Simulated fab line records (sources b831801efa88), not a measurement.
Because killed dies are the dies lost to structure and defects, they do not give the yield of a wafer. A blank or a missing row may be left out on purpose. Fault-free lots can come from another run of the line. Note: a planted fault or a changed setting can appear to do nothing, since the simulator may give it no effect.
fab line records	flow gf180mcu	part 1 of 2: steps 1 to 32 of 44
record: lots: 5	wafers: 15	last-day: 33
route steps=602 shown STI@24 DNWELL@32 NWELL@42 LVPWELL@54 MVSD@66
lots with no fault: from the same line, run without faults
start-h: the number of hours between the record's first day and the start of the first shown wafer of the lot	wait-h: hours since the lot's step before	" repeats the value in the row above	L1.1+2: several wafers, shown together as one row	- value missing, or start not given	* or withheld: withheld	< > ~ a bound
route shown NAME@n: a module of which the file shows steps, and the number in the route of the first	usual: average and standard deviation across the fault-free wafers	same: alike in all rows	chamber/n: place in a boat	sites: the reading at each site	_std_site: the standard deviation of these	_edge_site: mean of outer sites minus mean of inner sites	radius-mm: for every site, how far away it sits from the centre of the wafer	mask NAME#n: copy n	behind: the tool/chamber that last shaped the wafer	hold: what put the lot on hold/how long, in hours/how the hold closed	device: transistor that didn't switch, given as n, p or np	end of line: tests of these same wafers at the route's end	a step with no rows: only its recipe	killed: dies that structure and defects cost at the first sort, which is not the same as the wafer's yield	map: the dies of a wafer, with x for killed, . for not killed, _ for no die there
set.NAME: the setting that was run; set.NAME@STEP: the one run at that earlier step	model.NAME: the simulator's own value behind a step, which no gauge read
lots at selected steps of the route; one table per step, one row per wafer
services: the hour from which a tool's chamber was out of use, counted from the record's first day as start-h (under 0 if before that day), plus the number of hours and why
== steps ==
step: GF_STI_CVD_23
recipe: material: SiO2	target-thk-nm: 650	sigma-open-frac: 0.3	time-s: 108.3	temp-c: 600	sih4-flow-sccm: 60	pressure-mtorr: 6
usual: pressure-mtorr: 6.001/0.013	sih4-flow-sccm: 60.00/0.19
same: time-s: 108.3
lot.wafer	tool	chamber	start-h	wait-h	pressure-mtorr	sih4-flow-sccm
L075.1	hdpcvd-02	2	33.07	0.1	5.990	59.91
L075.4	"	1	"	"	5.999	60.18
L075.6	"	0	"	"	5.999	59.95
L080.3	hdpcvd-02	2	61.12	0.0	6.013	59.81
L080.5	"	0	"	"	6.015	59.86
L080.6	"	1	"	"	5.983	59.90
L082.2	hdpcvd-01	2	68.50	0.0	6.022	60.27
L082.3	"	0	"	"	6.007	60.28
L082.6	"	0	"	"	5.991	60.40
L085.1	hdpcvd-01	1	83.67	0.1	6.020	60.01
L085.5	"	0	"	"	5.990	60.03
L085.6	"	2	"	"	6.007	59.78
L092.3	hdpcvd-01	0	120.20	0.0	5.991	59.91
L092.4	"	0	"	"	6.000	59.89
L092.5	"	1	"	"	5.998	59.94
step: GF_STI_THK_MEAS_24
recipe: reads: SiO2_of_STI_CVD_23
usual: STI_CVD_23_THK: 647/7.3
lot.wafer	tool	chamber	start-h	wait-h	STI_CVD_23_THK[nm]
L075.1	film-metro-03	-	33.15	0.0	633
L075.4	"	-	"	"	652
L075.6	"	-	"	"	645
L080.3	film-metro-03	-	61.22	0.1	651
L080.5	"	-	"	"	659
L080.6	"	-	"	"	656
L082.2	film-metro-03	-	68.59	0.0	643
L082.3	"	-	"	"	626
L082.6	"	-	"	"	631
L085.1	film-metro-04	-	83.74	0.0	642
L085.5	"	-	"	"	640
L085.6	"	-	"	"	647
L092.3	film-metro-03	-	120.29	0.1	631
L092.4	"	-	"	"	634
L092.5	"	-	"	"	645
step: GF_STI_CMP_25
recipe: stop-on: Si3N4	t-overpolish-s: 33	down-force-psi: 4	platen-rpm: 60	target-thk-nm: 524.6	pad-velocity-m-s: 0.94248
usual: motor-current-A: 11.9/1.3	overpolish-run-s: 33.000/0.0086	platen-rpm: 60.00/0.035	time-to-endpoint-s: 122/6.3
lot.wafer	tool	chamber	start-h	wait-h	motor-current-A	overpolish-run-s	platen-rpm	time-to-endpoint-s
L075.4	cmp-01	1	33.21	0.0	12.0	32.996	59.95	118
L075.1	"	3	"	"	11.3	33.010	59.99	115
L075.6	"	1	"	"	11.9	33.010	59.93	117
L080.3	cmp-02	1	61.45	0.2	9.9	33.002	60.04	127
L080.5	"	3	"	"	12.9	32.991	59.99	124
L080.6	"	0	"	"	11.1	32.997	59.98	126
L082.2	cmp-01	3	68.69	0.1	10.9	33.010	59.98	123
L082.3	"	1	"	"	12.1	33.002	60.00	119
L082.6	"	2	"	"	13.7	33.005	60.01	120
L085.1	cmp-02	1	83.85	0.1	9.9	33.012	60.00	129
L085.6	"	0	"	"	11.0	32.991	60.00	123
L085.5	"	1	"	"	9.6	32.992	60.02	128
L092.3	cmp-01	0	120.38	0.1	11.7	33.002	60.01	116
L092.4	"	2	"	"	12.9	32.985	59.98	114
L092.5	"	0	"	"	11.1	32.978	59.95	117
step: GF_STI_WET_ETCH_26
recipe: chemistry: dHF	target-depth-nm: 94	target: SiO2	temp-c: 25	dilution: 10:1	time-s: 188
same: time-s: 188
lot.wafer	tool	chamber	start-h	wait-h
L075.1+4+6	wet-bench-01	1	33.51	0.1
L080.3+5+6	wet-bench-01	1	61.65	0.1
L082.2+3+6	wet-bench-03	0	68.94	0.2
L085.1+5+6	wet-bench-03	2	84.10	0.2
L092.3+4+5	wet-bench-03	3	120.63	0.2
step: GF_STI_WET_ETCH_27
recipe: chemistry: H3PO4	target-depth-nm: 160	target: Si3N4	temp-c: 160	time-s: 1825
same: time-s: 1825
lot.wafer	tool	chamber	start-h	wait-h
L075.1+4+6	wet-bench-02	1	33.57	0.0
L080.3+5+6	wet-bench-02	3	61.72	0.0
L082.2+3+6	wet-bench-01	2	69.01	0.0
L085.1+5+6	wet-bench-02	2	84.17	0.0
L092.3+4+5	wet-bench-01	2	120.69	0.0
step: GF_STI_WET_ETCH_28
recipe: chemistry: dHF	target-depth-nm: 20	dry: ipa-marangoni	target: SiO2	temp-c: 25	dilution: 10:1	time-s: 40
same: time-s: 40
lot.wafer	tool	chamber	start-h	wait-h
L075.1+4+6	wet-bench-03	1	34.13	0.0
L080.3+5+6	wet-bench-01	0	62.28	0.0
L082.2+3+6	wet-bench-03	0	69.53	0.0
L085.1+5+6	wet-bench-01	2	84.68	0.0
L092.3+4+5	wet-bench-02	2	121.21	0.0
step: GF_STI_OXIDATION_29
recipe: temp-c: 900	ambient: O2	stabilise-s: 600	purge-s: 300	target-thk-a: 100	ox-time-s: 1418
usual: ox-temp-c-max: 904.0/1.7	zone-power-lower-pct: 18.3/0.99
lot.wafer	tool	chamber	start-h	wait-h	ox-temp-c-max	zone-power-lower-pct
L075.1	furnace-02	0	34.15	0.0	902.6	17.2
L075.4	"	0	"	"	902.7	17.0
L075.6	"	0	"	"	902.9	17.4
L080.3	furnace-01	0	63.00	0.7	905.8	19.1
L080.5	"	0	"	"	903.8	19.3
L080.6	"	0	"	"	905.1	19.1
L082.2	furnace-02	0	69.55	0.0	901.5	17.2
L082.3	"	0	"	"	901.0	17.1
L082.6	"	0	"	"	901.7	17.2
L085.1	furnace-02	0	86.55	1.8	902.5	17.5
L085.5	"	0	"	"	902.2	16.9
L085.6	"	0	"	"	902.7	17.1
L092.3	furnace-02	0	121.51	0.3	903.2	17.5
L092.4	"	0	"	"	902.6	17.0
L092.5	"	0	"	"	902.7	17.2
step: GF_STI_THK_MEAS_30
recipe: reads: SiO2_of_STI_OXIDATION_29
usual: STI_OXIDATION_02_THK: 10.05/0.18
lot.wafer	tool	chamber	start-h	wait-h	STI_OXIDATION_02_THK[nm]
L075.1	film-metro-04	-	35.54	0.0	10.47
L075.4	"	-	"	"	10.49
L075.6	"	-	"	"	10.42
L080.3	film-metro-03	-	64.42	0.0	10.26
L080.5	"	-	"	"	10.02
L080.6	"	-	"	"	10.22
L082.2	film-metro-04	-	70.95	0.0	9.99
L082.3	"	-	"	"	10.05
L082.6	"	-	"	"	10.07
L085.1	film-metro-03	-	87.94	0.0	10.33
L085.5	"	-	"	"	10.12
L085.6	"	-	"	"	10.00
L092.3	film-metro-04	-	122.93	0.0	10.26
L092.4	"	-	"	"	10.38
L092.5	"	-	"	"	10.17
step: GF_DNWELL_DEHYDRATE_00
recipe: temp-c: 200	time-s: 60
same: time-s: 60
lot.wafer	tool	chamber	start-h	wait-h
L075.1+4+6	litho-track-01	0	41.67	6.1
L080.3+5+6	litho-track-02	0	70.69	6.3
L082.2+3+6	litho-track-01	0	77.64	6.7
L085.1+5+6	litho-track-01	0	94.27	6.3
L092.3+4+5	litho-track-01	0	129.67	6.7
step: GF_DNWELL_HMDS_01
recipe: prime-time-s: 60	prime-temp-c: 120
lot.wafer	tool	chamber	start-h	wait-h
L075.1+4+6	litho-track-01	0	41.82	0.1
L080.3+5+6	litho-track-02	0	70.84	0.1
L082.2+3+6	litho-track-01	0	77.79	0.1
L085.1+5+6	litho-track-01	0	94.42	0.1
L092.3+4+5	litho-track-01	0	129.82	0.1
step: GF_DNWELL_COAT_02
recipe: spin-rpm: 2000	resist-thk-nm: 3000
lot.wafer	tool	chamber	start-h	wait-h
L075.1+4+6	litho-track-01	0	41.97	0.1
L080.3+5+6	litho-track-02	0	70.99	0.1
L082.2+3+6	litho-track-01	0	77.94	0.1
L085.1+5+6	litho-track-01	0	94.57	0.1
L092.3+4+5	litho-track-01	0	129.97	0.1
step: GF_DNWELL_SOFTBAKE_03
recipe: temp-c: 110	time-s: withheld
lot.wafer	tool	chamber	start-h	wait-h
L075.1+4+6	litho-track-01	0	42.12	0.1
L080.3+5+6	litho-track-02	0	71.15	0.1
L082.2+3+6	litho-track-01	0	78.10	0.1
L085.1+5+6	litho-track-01	0	94.72	0.1
L092.3+4+5	litho-track-01	0	130.13	0.1
step: GF_DNWELL_EXPOSE_04
recipe: mask-id: DNWELL	target-cd-nm: 1700	na: 0.6	source-shape: conventional	sigma-outer: 0.6	dose-mj: 260
usual: stage-vel-mm-s: 499.99/0.28
lot.wafer	tool	chamber	start-h	wait-h	mask	stage-vel-mm-s
L075.1	iline-stepper-02	0	-	-	DNWELL#0	500.23
L075.4	"	0	"	"	DNWELL#0	500.63
L075.6	"	0	"	"	DNWELL#0	500.53
L080.3	iline-stepper-01	0	-	-	DNWELL#0	500.03
L080.5	"	0	"	"	DNWELL#0	500.36
L080.6	"	0	"	"	DNWELL#0	499.98
L082.2	iline-stepper-02	0	-	-	DNWELL#0	499.95
L082.3	"	0	"	"	DNWELL#0	499.88
L082.6	"	0	"	"	DNWELL#0	500.31
L085.1	iline-stepper-02	0	-	-	DNWELL#0	499.85
L085.5	"	0	"	"	DNWELL#0	500.23
L085.6	"	0	"	"	DNWELL#0	500.60
L092.3	iline-stepper-01	0	-	-	DNWELL#0	499.64
L092.4	"	0	"	"	DNWELL#0	500.15
L092.5	"	0	"	"	DNWELL#0	499.82
step: GF_DNWELL_PEB_05
recipe: temp-c: 115	time-s: withheld
lot.wafer	tool	chamber	start-h	wait-h
L075.1+4+6	litho-track-04	0	-	-
L080.3+5+6	litho-track-02	0	-	-
L082.2+3+6	litho-track-02	0	-	-
L085.1+5+6	litho-track-04	0	-	-
L092.3+4+5	litho-track-04	0	-	-
step: GF_DNWELL_DEVELOP_06
recipe: wall-angle-deg: 90	develop-time-s: 60	dev-temp-c: 23
lot.wafer	tool	chamber	start-h	wait-h
L075.1+4+6	litho-track-04	0	-	-
L080.3+5+6	litho-track-02	0	-	-
L082.2+3+6	litho-track-02	0	-	-
L085.1+5+6	litho-track-04	0	-	-
L092.3+4+5	litho-track-04	0	-	-
step: GF_DNWELL_IMPLANT_07
recipe: species: P	energy-kev: 1500	dose-cm2: 1e+13	tilt-deg: 0
usual: beam-on-s: 10.00/0.2
lot.wafer	tool	chamber	start-h	wait-h	beam-on-s
L075.1	implanter-04	0	48.29	-	10.28
L075.4	"	0	"	"	9.94
L075.6	"	0	"	"	10.08
L080.3	implanter-03	0	78.14	-	9.94
L080.5	"	0	"	"	10.00
L080.6	"	0	"	"	9.62
L082.2	implanter-03	0	84.76	-	10.06
L082.3	"	0	"	"	9.79
L082.6	"	0	"	"	9.99
L085.1	implanter-03	0	101.44	-	9.97
L085.5	"	0	"	"	9.98
L085.6	"	0	"	"	10.07
L092.3	implanter-04	0	138.09	-	9.86
L092.4	"	0	"	"	10.13
L092.5	"	0	"	"	9.95
step: GF_DNWELL_STRIP_08
recipe: chemistry: O2/N2	power-w: 1400	pressure-mtorr: 1500	platen-temp-c: 250	o2-flow-sccm: 3000	n2-flow-sccm: 300	overash-fraction: 0.5
usual: drypump-motor-current-A: 5.6/0.37	heater-power-w: 320/26	oes-product-au: 0.722/0.0048	strip-time-to-endpoint-s: 36.98/0.099
lot.wafer	tool	chamber	start-h	wait-h	drypump-motor-current-A	heater-power-w	oes-product-au	rf-hours-counter-h	strip-time-to-endpoint-s
L075.1	plasma-asher-02	0	48.44	0.1	5.8	350	0.715	38	36.99
L075.4	"	0	"	"	5.8	358	0.721	-	36.97
L075.6	"	0	"	"	5.8	352	0.729	-	36.97
L080.3	plasma-asher-02	1	78.27	0.1	5.6	274	0.735	-	37.04
L080.5	"	1	"	"	5.6	264	0.717	-	36.98
L080.6	"	0	"	"	5.8	365	0.728	-	37.04
L082.2	plasma-asher-04	1	84.89	0.1	6.2	317	0.726	45	36.91
L082.3	"	1	"	"	6.2	324	0.732	-	36.96
L082.6	"	1	"	"	6.2	314	0.718	-	36.97
L085.1	plasma-asher-04	1	101.59	0.1	6.2	322	0.717	46	37.08
L085.5	"	0	"	"	5.3	357	0.721	-	36.98
L085.6	"	1	"	"	6.2	318	0.724	-	37.02
L092.3	plasma-asher-04	1	138.22	0.1	6.2	324	0.726	-	36.83
L092.4	"	0	"	"	5.3	360	0.728	-	36.98
L092.5	"	1	"	"	6.2	321	0.715	-	36.90
step: GF_DNWELL_TW_MEAS_09
usual: DNWELL_TW: 1355/13
lot.wafer	tool	chamber	start-h	wait-h	DNWELL_TW
L075.1	film-metro-01	-	48.54	0.1	1344
L075.4	"	-	"	"	1342
L075.6	"	-	"	"	1345
L080.3	film-metro-02	-	78.48	0.2	1361
L080.5	"	-	"	"	1354
L080.6	"	-	"	"	1364
L082.2	film-metro-03	-	85.00	0.1	1353
L082.3	"	-	"	"	1362
L082.6	"	-	"	"	1362
L085.1	film-metro-01	-	101.69	0.1	1328
L085.5	"	-	"	"	1327
L085.6	"	-	"	"	1329
L092.3	film-metro-03	-	138.31	0.1	1375
L092.4	"	-	"	"	1369
L092.5	"	-	"	"	1379
step: GF_NWELL_DEHYDRATE_00
recipe: temp-c: 200	time-s: 60
same: time-s: 60
lot.wafer	tool	chamber	start-h	wait-h
L075.1+4+6	litho-track-04	0	54.64	6.1
L080.3+5+6	litho-track-03	0	84.48	6.0
L082.2+3+6	litho-track-04	0	91.32	6.3
L085.1+5+6	litho-track-03	0	108.23	6.5
L092.3+4+5	litho-track-04	0	145.44	7.1
step: GF_NWELL_HMDS_01
recipe: prime-time-s: 60	prime-temp-c: 120
lot.wafer	tool	chamber	start-h	wait-h
L075.1+4+6	litho-track-04	0	54.79	0.1
L080.3+5+6	litho-track-03	0	84.63	0.1
L082.2+3+6	litho-track-04	0	91.47	0.1
L085.1+5+6	litho-track-03	0	108.38	0.1
L092.3+4+5	litho-track-04	0	145.59	0.1
step: GF_NWELL_COAT_02
recipe: spin-rpm: 2000	resist-thk-nm: 3000
lot.wafer	tool	chamber	start-h	wait-h
L075.1+4+6	litho-track-04	0	54.94	0.1
L080.3+5+6	litho-track-03	0	84.78	0.1
L082.2+3+6	litho-track-04	0	91.62	0.1
L085.1+5+6	litho-track-03	0	108.53	0.1
L092.3+4+5	litho-track-04	0	145.74	0.1
step: GF_NWELL_SOFTBAKE_03
recipe: temp-c: 110	time-s: withheld
lot.wafer	tool	chamber	start-h	wait-h
L075.1+4+6	litho-track-04	0	55.09	0.1
L080.3+5+6	litho-track-03	0	84.95	0.1
L082.2+3+6	litho-track-04	0	91.77	0.1
L085.1+5+6	litho-track-03	0	108.68	0.1
L092.3+4+5	litho-track-04	0	145.91	0.1
step: GF_NWELL_EXPOSE_04
recipe: mask-id: Nwell	target-cd-nm: 860	na: 0.6	source-shape: conventional	sigma-outer: 0.6	dose-mj: 260
usual: stage-vel-mm-s: 499.94/0.23
lot.wafer	tool	chamber	start-h	wait-h	mask	stage-vel-mm-s
L075.1	iline-stepper-02	0	-	-	Nwell#0	500.00
L075.4	"	0	"	"	Nwell#0	499.97
L075.6	"	0	"	"	Nwell#0	500.21
L080.3	iline-stepper-01	0	-	-	Nwell#0	499.78
L080.5	"	0	"	"	Nwell#0	499.74
L080.6	"	0	"	"	Nwell#0	500.31
L082.2	iline-stepper-01	0	-	-	Nwell#0	499.64
L082.3	"	0	"	"	Nwell#0	499.65
L082.6	"	0	"	"	Nwell#0	499.78
L085.1	iline-stepper-01	0	-	-	Nwell#0	500.10
L085.5	"	0	"	"	Nwell#0	500.14
L085.6	"	0	"	"	Nwell#0	499.87
L092.3	iline-stepper-01	0	-	-	Nwell#0	499.75
L092.4	"	0	"	"	Nwell#0	500.05
L092.5	"	0	"	"	Nwell#0	499.79
step: GF_NWELL_PEB_05
recipe: temp-c: 115	time-s: withheld
lot.wafer	tool	chamber	start-h	wait-h
L075.1+4+6	litho-track-02	0	-	-
L080.3+5+6	litho-track-03	0	-	-
L082.2+3+6	litho-track-02	0	-	-
L085.1+5+6	litho-track-03	0	-	-
L092.3+4+5	litho-track-03	0	-	-
step: GF_NWELL_DEVELOP_06
recipe: wall-angle-deg: 90	develop-time-s: 60	dev-temp-c: 23
lot.wafer	tool	chamber	start-h	wait-h
L075.1+4+6	litho-track-02	0	-	-
L080.3+5+6	litho-track-03	0	-	-
L082.2+3+6	litho-track-02	0	-	-
L085.1+5+6	litho-track-03	0	-	-
L092.3+4+5	litho-track-03	0	-	-
step: GF_NWELL_OVL_MEAS_07
usual: NWELL_OVL: 0.0/1.3
lot.wafer	tool	chamber	start-h	wait-h	NWELL_OVL[nm]
L075.1	overlay-02	-	61.74	-	-1.4
L075.4	"	-	"	"	-0.9
L075.6	"	-	"	"	0.4
L080.3	overlay-01	-	92.14	-	-0.5
L080.5	"	-	"	"	0.9
L080.6	"	-	"	"	0.4
L082.2	overlay-02	-	98.49	-	0.3
L082.3	"	-	"	"	0.2
L082.6	"	-	"	"	2.2
L085.1	overlay-02	-	115.88	-	2.3
L085.5	"	-	"	"	-0.3
L085.6	"	-	"	"	0.2
L092.3	overlay-01	-	153.84	-	0.7
L092.4	"	-	"	"	2.1
L092.5	"	-	"	"	1.3
step: GF_NWELL_IMPLANT_08
recipe: species: P	energy-kev: 450	dose-cm2: 1.5e+13	tilt-deg: 0
usual: beam-on-s: 9.99/0.22
lot.wafer	tool	chamber	start-h	wait-h	beam-on-s
L075.1	implanter-03	0	61.77	0.0	9.99
L075.4	"	0	"	"	10.28
L075.6	"	0	"	"	9.87
L080.3	implanter-03	0	92.22	0.1	10.11
L080.5	"	0	"	"	10.00
L080.6	"	0	"	"	9.95
L082.2	implanter-01	0	98.55	0.0	9.80
L082.3	"	0	"	"	10.22
L082.6	"	0	"	"	9.82
L085.1	implanter-01	0	115.92	0.0	9.88
L085.5	"	0	"	"	10.07
L085.6	"	0	"	"	9.81
L092.3	implanter-01	0	153.91	0.1	9.97
L092.4	"	0	"	"	10.29
L092.5	"	0	"	"	10.00
step: GF_NWELL_IMPLANT_09
recipe: species: P	energy-kev: 160	dose-cm2: 4e+12	tilt-deg: 0
usual: beam-on-s: 9.99/0.19
lot.wafer	tool	chamber	start-h	wait-h	beam-on-s
L075.1	implanter-03	0	61.92	0.1	9.64
L075.4	"	0	"	"	9.68
L075.6	"	0	"	"	10.10
L080.3	implanter-03	0	92.37	0.1	9.99
L080.5	"	0	"	"	10.27
L080.6	"	0	"	"	9.91
L082.2	implanter-01	0	98.70	0.1	9.84
L082.3	"	0	"	"	9.81
L082.6	"	0	"	"	9.99
L085.1	implanter-01	0	116.07	0.1	9.88
L085.5	"	0	"	"	10.15
L085.6	"	0	"	"	10.11
L092.3	implanter-01	0	154.06	0.1	9.67
L092.4	"	0	"	"	10.54
L092.5	"	0	"	"	9.76
step: GF_NWELL_STRIP_10
recipe: chemistry: O2/N2	power-w: 1400	pressure-mtorr: 1500	platen-temp-c: 250	o2-flow-sccm: 3000	n2-flow-sccm: 300	overash-fraction: 0.5
usual: drypump-motor-current-A: 5.6/0.32	heater-power-w: 322/22	oes-product-au: 0.722/0.005	strip-time-to-endpoint-s: 36.94/0.094
lot.wafer	tool	chamber	start-h	wait-h	drypump-motor-current-A	heater-power-w	oes-product-au	rf-hours-counter-h	strip-time-to-endpoint-s
L075.1	plasma-asher-04	1	62.07	0.1	6.2	314	0.731	42	36.85
L075.4	"	1	"	"	6.2	311	0.716	-	36.96
L075.6	"	1	"	"	6.2	315	0.723	-	36.93
L080.3	plasma-asher-03	0	92.50	0.1	5.1	316	0.720	-	36.83
L080.5	"	1	"	"	5.6	306	0.721	-	36.82
L080.6	"	0	"	"	5.1	310	0.724	-	36.64
L082.2	plasma-asher-01	1	98.82	0.1	5.7	353	0.719	43	36.89
L082.3	"	1	"	"	5.7	361	0.726	-	36.87
L082.6	"	0	"	"	5.7	306	0.727	-	36.88
L085.1	plasma-asher-01	1	116.22	0.1	5.7	354	0.725	45	36.86
L085.5	"	0	"	"	5.7	305	0.727	-	36.97
L085.6	"	1	"	"	5.7	357	0.722	-	36.94
L092.3	plasma-asher-01	0	154.20	0.1	5.7	312	0.719	-	36.94
L092.4	"	1	"	"	5.7	361	0.719	-	36.95
L092.5	"	1	"	"	5.7	353	0.723	-	36.96
step: GF_NWELL_TW_MEAS_11
usual: NWELL_TW: 1569/12
lot.wafer	tool	chamber	start-h	wait-h	NWELL_TW
L075.1	film-metro-02	-	62.17	0.1	1565
L075.4	"	-	"	"	1560
L075.6	"	-	"	"	1574
L080.3	film-metro-01	-	92.59	0.1	1560
L080.5	"	-	"	"	1562
L080.6	"	-	"	"	1562
L082.2	film-metro-04	-	98.93	0.1	1582
L082.3	"	-	"	"	1581
L082.6	"	-	"	"	1587
L085.1	film-metro-02	-	116.32	0.1	1571
L085.5	"	-	"	"	1587
L085.6	"	-	"	"	1579
L092.3	film-metro-01	-	154.28	0.1	1546
L092.4	"	-	"	"	1558
L092.5	"	-	"	"	1551
step: GF_LVPWELL_DEHYDRATE_00
recipe: temp-c: 200	time-s: 60
same: time-s: 60
lot.wafer	tool	chamber	start-h	wait-h
L075.1+4+6	litho-track-01	0	68.12	5.9
L080.3+5+6	litho-track-01	0	98.87	6.3
L082.2+3+6	litho-track-01	0	105.34	6.4
L085.1+5+6	litho-track-04	0	123.34	7.0
L092.3+4+5	litho-track-03	0	161.33	7.0
step: GF_LVPWELL_HMDS_01
recipe: prime-time-s: 60	prime-temp-c: 120
lot.wafer	tool	chamber	start-h	wait-h
L075.1+4+6	litho-track-01	0	68.27	0.1
L080.3+5+6	litho-track-01	0	99.02	0.1
L082.2+3+6	litho-track-01	0	105.49	0.1
L085.1+5+6	litho-track-04	0	123.49	0.1
L092.3+4+5	litho-track-03	0	161.48	0.1
